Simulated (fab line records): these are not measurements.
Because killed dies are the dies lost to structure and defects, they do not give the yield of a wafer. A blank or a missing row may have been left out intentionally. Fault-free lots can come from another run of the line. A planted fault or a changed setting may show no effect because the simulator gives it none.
fab line records | flow sky130
record: lots: 12 | wafers: 35 | last-day: 51
route steps=708 shown VIA3@576 VIA4@639 METAL5@665
lots that met no fault: from a run of the same line without faults
start-h: hours from the record's first day to the start of the lot's first wafer shown | wait-h: how many hours have passed since the lot's step before this one | " as in the row above | L1.1+2: a row that stands for several wafers | - no value, or no start given | * or withheld: withheld | < > ~ a bound
route shown NAME@n: names a module that has steps shown in the file, with the first one's number in the route | usual: mean/standard deviation taken from wafers without a fault | same: alike in all rows | chamber/n: place in a boat | sites: the reading at each site | _std_site: the standard deviation of these | _edge_site: outer sites' mean less inner sites' | radius-mm: for every site, how far away it sits from the centre of the wafer | mask NAME#n: copy n | behind: tool/chamber where the wafer was last shaped | hold: why the lot was held/for how many hours/how that ended | device: transistor that didn't switch, given as n, p or np | end of line: tests run on the same wafers once the route is complete | step lacking rows: just its recipe | killed: at the first sort, the dies lost to defects and structure; wafer yield is something else | map: per-die view of a wafer (x killed, . not killed, _ where there is no die)
set.NAME: the setting as run; set.NAME@STEP: as run at that earlier step | model.NAME: the simulator's own value behind a step, which no gauge read
a sample of lots followed through the steps of the route, with each step as a table and each wafer as a row
services: the hour from which a tool's chamber was out of use, counted from the record's first day as start-h (under 0 if before that day), plus the number of hours and why
== steps ==
step: SKY_VIA3_BOW_MEAS_03
recipe: mode: bow
usual: VIA3_BOW: 79/7.4
lot.wafer | tool          | chamber | start-h | wait-h | VIA3_BOW[um]
L971.2    | film-metro-01 | -       | 926.90  | 0.2    | 70
L971.3    | "             | -       | "       | "      | 60
L971.4    | "             | -       | "       | "      | 66
L972.1    | film-metro-02 | -       | 939.78  | 0.1    | 80
L972.4    | "             | -       | "       | "      | 78
L972.6    | "             | -       | "       | "      | 70
L975.2    | film-metro-01 | -       | 956.05  | 0.2    | 84
L975.4    | "             | -       | "       | "      | 87
L975.6    | "             | -       | "       | "      | 91
L978.2    | film-metro-02 | -       | 972.87  | 0.1    | 76
L978.5    | "             | -       | "       | "      | 82
L978.6    | "             | -       | "       | "      | 89
L979.1    | film-metro-02 | -       | 979.53  | 0.1    | 90
L979.2    | "             | -       | "       | "      | 69
L979.3    | "             | -       | "       | "      | 70
L980.2    | film-metro-01 | -       | 994.22  | 0.3    | 89
L980.3    | "             | -       | "       | "      | 86
L980.6    | "             | -       | "       | "      | 82
L982.2    | film-metro-04 | -       | 1004.37 | 0.1    | 78
L982.4    | "             | -       | "       | "      | 91
L982.5    | "             | -       | "       | "      | 86
L983.1    | film-metro-04 | -       | 1009.75 | 0.2    | 78
L983.2    | "             | -       | "       | "      | 86
L983.4    | "             | -       | "       | "      | 79
L984.1    | film-metro-01 | -       | 1020.05 | 0.1    | 72
L984.2    | "             | -       | "       | "      | 76
L984.3    | "             | -       | "       | "      | 83
L985.5    | film-metro-01 | -       | 1026.49 | 0.1    | 78
L985.6    | "             | -       | "       | "      | 85
L993.1    | film-metro-02 | -       | 1071.21 | 0.1    | 78
L993.3    | "             | -       | "       | "      | 87
L993.4    | "             | -       | "       | "      | 80
L994.3    | film-metro-04 | -       | 1072.54 | 0.1    | 75
L994.4    | "             | -       | "       | "      | 88
L994.6    | "             | -       | "       | "      | 85
step: SKY_VIA3_OVL_MEAS_13
usual: VIA3_OVL: -4/5.3
lot.wafer | tool       | chamber | start-h | wait-h | VIA3_OVL[nm]
L971.2    | overlay-02 | -       | 952.50  | 0.1    | -6
L971.3    | "          | -       | "       | "      | -8
L971.4    | "          | -       | "       | "      | -5
L972.1    | overlay-02 | -       | 965.30  | 0.1    | -5
L972.4    | "          | -       | "       | "      | -7
L972.6    | "          | -       | "       | "      | -4
L975.2    | overlay-01 | -       | 980.92  | 0.1    | -4
L975.4    | "          | -       | "       | "      | -2
L975.6    | "          | -       | "       | "      | -11
L978.2    | overlay-02 | -       | 997.57  | 0.1    | -3
L978.5    | "          | -       | "       | "      | -10
L978.6    | "          | -       | "       | "      | -4
L979.1    | overlay-01 | -       | 1003.91 | 0.1    | -13
L979.2    | "          | -       | "       | "      | -8
L979.3    | "          | -       | "       | "      | -10
L980.2    | overlay-02 | -       | 1018.59 | 0.1    | -5
L980.3    | "          | -       | "       | "      | -6
L980.6    | "          | -       | "       | "      | -7
L982.2    | overlay-02 | -       | 1028.45 | 0.1    | 3
L982.4    | "          | -       | "       | "      | 1
L982.5    | "          | -       | "       | "      | -4
L983.1    | overlay-02 | -       | 1033.50 | 0.1    | -6
L983.2    | "          | -       | "       | "      | -6
L983.4    | "          | -       | "       | "      | -5
L984.1    | overlay-01 | -       | 1043.20 | 0.1    | -1
L984.2    | "          | -       | "       | "      | -5
L984.3    | "          | -       | "       | "      | -1
L985.5    | overlay-02 | -       | 1049.64 | 0.0    | -4
L985.6    | "          | -       | "       | "      | -6
L993.1    | overlay-01 | -       | 1092.76 | 0.1    | -8
L993.3    | "          | -       | "       | "      | -5
L993.4    | "          | -       | "       | "      | -1
L994.3    | overlay-02 | -       | 1094.03 | 0.1    | -22
L994.4    | "          | -       | "       | "      | -13
L994.6    | "          | -       | "       | "      | -15
step: SKY_VIA4_HDPCVD_00
recipe: material: SiO2 | target-thk-nm: 1750 | sigma-open-frac: 0.3 | time-s: 291.7 | temp-c: 400 | sih4-flow-sccm: 60 | pressure-mtorr: 6
usual: run-length-s: 319.5/0.66 | sih4-flow-sccm: 60.02/0.18
lot.wafer | tool      | chamber | start-h | wait-h | run-length-s | sih4-flow-sccm
L971.2    | hdpcvd-02 | 2       | 1005.19 | 0.0    | 319.3        | 60.09
L971.3    | "         | 0       | "       | "      | 318.4        | 60.10
L971.4    | "         | 0       | "       | "      | 318.5        | 60.20
L972.1    | hdpcvd-02 | 0       | 1018.08 | 0.0    | 318.5        | 59.75
L972.4    | "         | 1       | "       | "      | 320.4        | 60.02
L972.6    | "         | 0       | "       | "      | 318.8        | 60.18
L975.2    | hdpcvd-01 | 0       | 1032.55 | 0.0    | 320.1        | 59.78
L975.4    | "         | 2       | "       | "      | 319.3        | 60.14
L975.6    | "         | 1       | "       | "      | 319.4        | 60.24
L978.2    | hdpcvd-01 | 1       | 1047.22 | 0.0    | 320.2        | 59.99
L978.5    | "         | 0       | "       | "      | 320.0        | 59.79
L978.6    | "         | 1       | "       | "      | 319.9        | 59.72
L979.1    | hdpcvd-02 | 0       | 1053.98 | 0.0    | 318.3        | 59.99
L979.2    | "         | 2       | "       | "      | 318.8        | 59.92
L979.3    | "         | 1       | "       | "      | 320.0        | 60.21
L980.2    | hdpcvd-02 | 1       | 1067.27 | 0.0    | 320.7        | 60.26
L980.3    | "         | 0       | "       | "      | 318.6        | 60.26
L980.6    | "         | 0       | "       | "      | 318.5        | 60.11
L982.2    | hdpcvd-01 | 2       | 1076.94 | 0.0    | 319.5        | 60.13
L982.4    | "         | 2       | "       | "      | 319.1        | 59.97
L982.5    | "         | 2       | "       | "      | 319.0        | 59.94
L983.1    | hdpcvd-02 | 1       | 1081.52 | 0.0    | 361.5        | 60.18
L983.2    | "         | 0       | "       | "      | 318.9        | 59.86
L983.4    | "         | 2       | "       | "      | 318.6        | 60.17
L984.1    | hdpcvd-02 | 1       | 1089.94 | 0.0    | 361.8        | 60.23
L984.2    | "         | 0       | "       | "      | 318.7        | 60.16
L984.3    | "         | 2       | "       | "      | 318.8        | 60.37
L985.5    | hdpcvd-02 | 2       | 1096.58 | 0.1    | 319.2        | 59.98
L985.6    | "         | 0       | "       | "      | 360.0        | 60.03
L993.1    | hdpcvd-01 | 1       | 1137.95 | 0.0    | 319.6        | 60.01
L993.3    | "         | 0       | "       | "      | 320.1        | 59.63
L993.4    | "         | 0       | "       | "      | 319.9        | 59.65
L994.3    | hdpcvd-01 | 0       | 1138.92 | 0.0    | 319.9        | 60.08
L994.4    | "         | 2       | "       | "      | 320.2        | 59.68
L994.6    | "         | 0       | "       | "      | 320.0        | 59.83
step: SKY_VIA4_THK_MEAS_01
recipe: reads: SiO2_of_VIA4_HDPCVD_00
usual: VIA4_HDPCVD_THK: 1753/22
lot.wafer | tool          | chamber | start-h | wait-h | VIA4_HDPCVD_THK[nm]
L971.2    | film-metro-03 | -       | 1005.38 | 0.1    | 1746
L971.3    | "             | -       | "       | "      | 1767
L971.4    | "             | -       | "       | "      | 1761
L972.1    | film-metro-04 | -       | 1018.35 | 0.2    | 1756
L972.4    | "             | -       | "       | "      | 1778
L972.6    | "             | -       | "       | "      | 1780
L975.2    | film-metro-04 | -       | 1032.74 | 0.1    | 1757
L975.4    | "             | -       | "       | "      | 1711
L975.6    | "             | -       | "       | "      | 1737
L978.2    | film-metro-01 | -       | 1047.41 | 0.1    | 1718
L978.5    | "             | -       | "       | "      | 1766
L978.6    | "             | -       | "       | "      | 1727
L979.1    | film-metro-04 | -       | 1054.16 | 0.1    | 1775
L979.2    | "             | -       | "       | "      | 1764
L979.3    | "             | -       | "       | "      | 1764
L980.2    | film-metro-04 | -       | 1067.46 | 0.1    | 1776
L980.3    | "             | -       | "       | "      | 1742
L980.6    | "             | -       | "       | "      | 1748
L982.2    | film-metro-03 | -       | 1077.22 | 0.2    | 1752
L982.4    | "             | -       | "       | "      | 1729
L982.5    | "             | -       | "       | "      | 1743
L983.1    | film-metro-01 | -       | 1081.70 | 0.1    | 2046
L983.2    | "             | -       | "       | "      | 1756
L983.4    | "             | -       | "       | "      | 1776
L984.1    | film-metro-04 | -       | 1090.12 | 0.1    | 2023
L984.2    | "             | -       | "       | "      | 1743
L984.3    | "             | -       | "       | "      | 1771
L985.5    | film-metro-03 | -       | 1096.71 | 0.0    | 1746
L985.6    | "             | -       | "       | "      | 1999
L993.1    | film-metro-03 | -       | 1138.13 | 0.1    | 1740
L993.3    | "             | -       | "       | "      | 1766
L993.4    | "             | -       | "       | "      | 1775
L994.3    | film-metro-04 | -       | 1139.12 | 0.1    | 1776
L994.4    | "             | -       | "       | "      | 1708
L994.6    | "             | -       | "       | "      | 1758
step: SKY_METAL5_SPUTTER_04
recipe: material: TiN | target-thk-nm: 70 | power-w: 6500 | time-s: 58.3 | chamber-pressure-pa: 0.4
usual: throttle-valve-pct: 30.3/1.2
lot.wafer | tool           | chamber | start-h | wait-h | throttle-valve-pct
L971.2    | pvd-sputter-01 | -       | 1030.90 | 0.0    | 31.1
L971.3    | "              | -       | "       | "      | 31.2
L971.4    | "              | -       | "       | "      | 31.0
L972.1    | pvd-sputter-02 | -       | 1043.10 | 0.0    | 29.3
L972.4    | "              | -       | "       | "      | 30.6
L972.6    | "              | -       | "       | "      | 29.1
L975.2    | pvd-sputter-02 | -       | 1057.31 | 0.0    | 30.7
L975.4    | "              | -       | "       | "      | 29.1
L975.6    | "              | -       | "       | "      | 28.9
L978.2    | pvd-sputter-02 | -       | 1071.34 | 0.0    | 30.7
L978.5    | "              | -       | "       | "      | 30.8
L978.6    | "              | -       | "       | "      | 29.2
L979.1    | pvd-sputter-01 | -       | 1078.31 | 0.0    | 31.8
L979.2    | "              | -       | "       | "      | 30.9
L979.3    | "              | -       | "       | "      | 31.3
L980.2    | pvd-sputter-02 | -       | 1090.14 | 0.0    | 28.9
L980.3    | "              | -       | "       | "      | 29.2
L980.6    | "              | -       | "       | "      | 29.7
L982.2    | pvd-sputter-02 | -       | 1100.97 | 0.0    | 28.9
L982.4    | "              | -       | "       | "      | 30.9
L982.5    | "              | -       | "       | "      | 29.6
L983.1    | pvd-sputter-01 | -       | 1104.50 | 0.0    | 31.4
L983.2    | "              | -       | "       | "      | 31.0
L983.4    | "              | -       | "       | "      | 31.7
L984.1    | pvd-sputter-01 | -       | 1113.49 | 0.0    | 32.0
L984.2    | "              | -       | "       | "      | 31.4
L984.3    | "              | -       | "       | "      | 31.2
L985.5    | pvd-sputter-01 | -       | 1120.09 | 0.0    | 31.2
L985.6    | "              | -       | "       | "      | 31.9
L993.1    | pvd-sputter-03 | -       | 1159.47 | 0.0    | 28.9
L993.3    | "              | -       | "       | "      | 30.9
L993.4    | "              | -       | "       | "      | 29.9
L994.3    | pvd-sputter-02 | -       | 1159.76 | 0.0    | 29.2
L994.4    | "              | -       | "       | "      | 30.8
L994.6    | "              | -       | "       | "      | 29.4
== services ==
tool           | chamber | start-h | hours | kind
hdpcvd-02      | -       | 981.47  | 1.0   | repair
pvd-sputter-03 | -       | 987.38  | 2.8   | repair
hdpcvd-02      | 2       | 1014.13 | 6.5   | repair
hdpcvd-02      | -       | 1041.89 | 6.0   | pm
hdpcvd-02      | 1       | 1070.26 | 4.8   | repair
pvd-sputter-03 | -       | 1072.49 | 4.3   | repair
hdpcvd-01      | 0       | 1076.46 | 8.0   | repair
hdpcvd-02      | -       | 1080.51 | 1.0   | repair
hdpcvd-01      | -       | 1082.22 | 6.0   | pm
pvd-sputter-03 | -       | 1117.44 | 4.0   | repair
pvd-sputter-03 | -       | 1150.51 | 2.6   | repair
hdpcvd-02      | 2       | 1151.12 | 19.0  | repair
== key ==
first-sign: step: SKY_VIA4_HDPCVD_00 | reading: run-length-s | direction: up | sigmas: 63 | usual: * | struck: *
effect: step: SKY_VIA4_THK_MEAS_01 | reading: VIA4_HDPCVD_THK | direction: up | sigmas: 12 | usual: 1753 | struck: 2023
met-at SKY_VIA4_HDPCVD_00
struck-lots L983,L984,L985
struck-wafers L983.1,L984.1,L985.6
not-acting-at SKY_VIA3_BOW_MEAS_03,SKY_VIA3_OVL_MEAS_13,SKY_METAL5_SPUTTER_04
onset-between 1067.27 1081.52
fault: kind: process-parameter-drift | tool: hdpcvd-02 | chamber: - | onset-h: 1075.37 | steps: SKY_VIA4_HDPCVD_00 | channel: time-s | offset: * | shape: step | end-h: 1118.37 | scope: struck-wafers-only | acts-in: * | stated: *
